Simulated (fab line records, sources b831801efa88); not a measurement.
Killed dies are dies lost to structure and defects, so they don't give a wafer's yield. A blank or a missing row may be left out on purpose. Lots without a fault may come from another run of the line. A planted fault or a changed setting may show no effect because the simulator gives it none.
Which tool did it? | flow sky130 | 12 lots, 36 wafers sampled, at 4 steps of a route of 708

WHAT THE GAUGES READ, wafer by wafer
SKY_VIA2_RS_MEAS_22: measures by four-point-probe. Usual: VIA2_W_RS 0.274 ohm/sq, standard deviation 0.0035.
lot  | measured     | on            | VIA2_W_RS (ohm/sq) | flag
L201 | day 38 05:25 | film_metro-03 | 0.267 0.272 0.270  |
L202 | day 38 07:02 | film_metro-01 | 0.278 0.273 0.268  |
L206 | day 39 15:44 | film_metro-02 | 0.268 0.272 0.275  |
L207 | day 39 17:31 | film_metro-01 | 0.274 0.276 0.273  |
L210 | day 40 14:11 | film_metro-02 | 0.277 0.272 0.276  |
L211 | day 41 09:11 | film_metro-02 | 0.271 0.277 0.278  |
L212 | day 41 09:19 | film_metro-01 | 0.269 0.275 0.279  |
L217 | day 42 11:03 | film_metro-01 | 0.271 0.273 0.269  |
L219 | day 43 01:31 | film_metro-01 | 0.279 0.273 0.271  |
L220 | day 43 14:28 | film_metro-03 | 0.278 0.275 0.276  |
L221 | day 43 16:50 | film_metro-03 | 0.280 0.273 0.281  |
L222 | day 43 22:01 | film_metro-02 | 0.275 0.280 0.276  |

SKY_METAL3_CD_MEAS_13: target cd 300 nm. Usual: cd_nm 300.2 nm, standard deviation 1.1.
lot  | measured     | on        | cd_nm (nm)        | flag
L201 | day 40 11:03 | cd_sem-01 | 299.4 298.9 298.8 |
L202 | day 40 11:41 | cd_sem-02 | 299.6 299.9 300.4 |
L206 | day 41 19:20 | cd_sem-02 | 301.7 300.9 300.3 |
L207 | day 41 22:03 | cd_sem-01 | 299.2 299.9 299.3 |
L210 | day 42 16:46 | cd_sem-02 | 300.8 300.6 300.2 |
L211 | day 43 11:11 | cd_sem-01 | 300.5 300.3 299.6 |
L212 | day 43 11:01 | cd_sem-02 | 301.2 300.1 300.4 |
L217 | day 44 10:12 | cd_sem-01 | 302.6 300.7 302.3 |
L219 | day 45 00:25 | cd_sem-01 | 301.1 301.1 301.7 |
L220 | day 45 14:18 | cd_sem-02 | 301.1 300.7 300.2 |
L221 | day 45 15:26 | cd_sem-02 | 299.4 299.6 299.9 |
L222 | day 45 20:44 | cd_sem-02 | 300.3 301.2 300.6 |

SKY_VIA3_CD_MEAS_12: target cd 200 nm. Usual: cd_nm 199.8 nm, standard deviation 1.4.
lot  | measured     | on        | cd_nm (nm)        | flag
L201 | day 41 13:31 | cd_sem-01 | 199.4 199.7 199.0 |
L202 | day 41 14:20 | cd_sem-01 | 202.9 203.0 201.5 |
L206 | day 42 21:06 | cd_sem-01 | 199.9 200.2 199.3 |
L207 | day 42 23:42 | cd_sem-01 | 197.8 200.2 199.1 |
L211 | day 44 12:27 | cd_sem-01 | 199.3 199.4 199.5 |
L217 | day 45 10:34 | cd_sem-02 | 199.9 200.1 200.5 |
L219 | day 45 23:45 | cd_sem-01 | 198.1 197.0 198.2 |
L220 | day 46 14:15 | cd_sem-02 | 198.2 196.9 197.4 |
L221 | day 46 15:26 | cd_sem-01 | 200.0 200.3 199.9 |
L222 | day 46 19:52 | cd_sem-02 | 199.4 199.8 199.9 |

WHICH TOOL RAN EACH LOT (tool, then ch and the chambers of the sampled wafers, then the start)
lot  | SKY_METAL3_ETCH_17
L201 | rie_diel-04 ch 2,3, day 40 11:19
L202 | rie_diel-03 ch 0,2, day 40 11:56
L206 | rie_diel-03 ch 0,3, day 41 19:37
L207 | rie_diel-04 ch 0,2, day 41 22:20
L210 | rie_diel-04 ch 1,2, day 42 16:59
L211 | rie_diel-02 ch 0,3, day 43 11:28
L212 | rie_diel-03 ch 0,2, day 43 11:17
L217 | rie_diel-02 ch 0,3, day 44 10:32
L219 | rie_diel-04 ch 2,3, day 45 00:41
L220 | rie_diel-02 ch 0,1,2, day 45 14:43
L221 | rie_diel-02 ch 0,1,2, day 45 15:41
L222 | rie_diel-04 ch 0,2,3, day 45 21:06
- SKY_METAL3_ETCH_17: etches SiO2 in C4F8/O2/Ar, stops on TiN, time 3.9 s, target depth 15 nm.

WHAT THE TOOLS THEMSELVES READ (means of the sampled wafers that have a number; where no wafer has one, the mark that the record gives instead)
SKY_METAL3_ETCH_17. Usual: bias_w 1200 W, standard deviation 4; chamber_pressure_mTorr 40.00 mTorr, standard deviation 0.035; oes_product_au 0.755 a.u., standard deviation 0.0073; rf_fwd_power_W 1467 W, standard deviation 6.6.
lot  | tool        | bias_w (W) | chamber_pressure_mTorr (mTorr) | oes_product_au (a.u.) | rf_fwd_power_W (W) | flag
L201 | rie_diel-04 | 1197       | 39.96                          | 0.751                 | 1461               |
L202 | rie_diel-03 | 1200       | 40.02                          | 0.750                 | 1462               |
L206 | rie_diel-03 | 1202       | 39.97                          | 0.758                 | 1474               |
L207 | rie_diel-04 | 1201       | 40.02                          | 0.753                 | 1463               |
L210 | rie_diel-04 | -          | -                              | -                     | -                  | OFF
L211 | rie_diel-02 | 1196       | 40.02                          | 0.757                 | 1465               |
L212 | rie_diel-03 | -          | -                              | -                     | -                  | OFF
L217 | rie_diel-02 | 1200       | 40.00                          | 0.760                 | 1462               |
L219 | rie_diel-04 | 1197       | 39.96                          | 0.754                 | 1466               |
L220 | rie_diel-02 | 1201       | 39.99                          | 0.752                 | 1476               |
L221 | rie_diel-02 | 1199       | 40.02                          | 0.755                 | 1470               |
L222 | rie_diel-04 | 1204       | 39.98                          | 0.758                 | 1463               |

THE ANSWER, worked out from the rows above alone
Rule: a lot is off if the mean of its wafers that have a number lies more than 3 standard deviations from the usual mean. A lot without any number at a reading at which 4 lots or more have one is off too. The other lots that the step has rows for count as sound. The gauges are gone through in route order, then the tools' own readings, and for those a lot's mean is taken as printed above. The first step at which some lot is off is used, and at that step the reading that is off furthest; a lot without a number counts as furthest.
Off: L210, L212, at SKY_METAL3_ETCH_17 (bias_w). Without a number there: L210, L212.
A tool fits if, at that step or a process step before it, it ran every lot that is off, and no sound lot after the first of them. None of those tried fits.

WHAT THE SIMULATOR HAD PUT IN
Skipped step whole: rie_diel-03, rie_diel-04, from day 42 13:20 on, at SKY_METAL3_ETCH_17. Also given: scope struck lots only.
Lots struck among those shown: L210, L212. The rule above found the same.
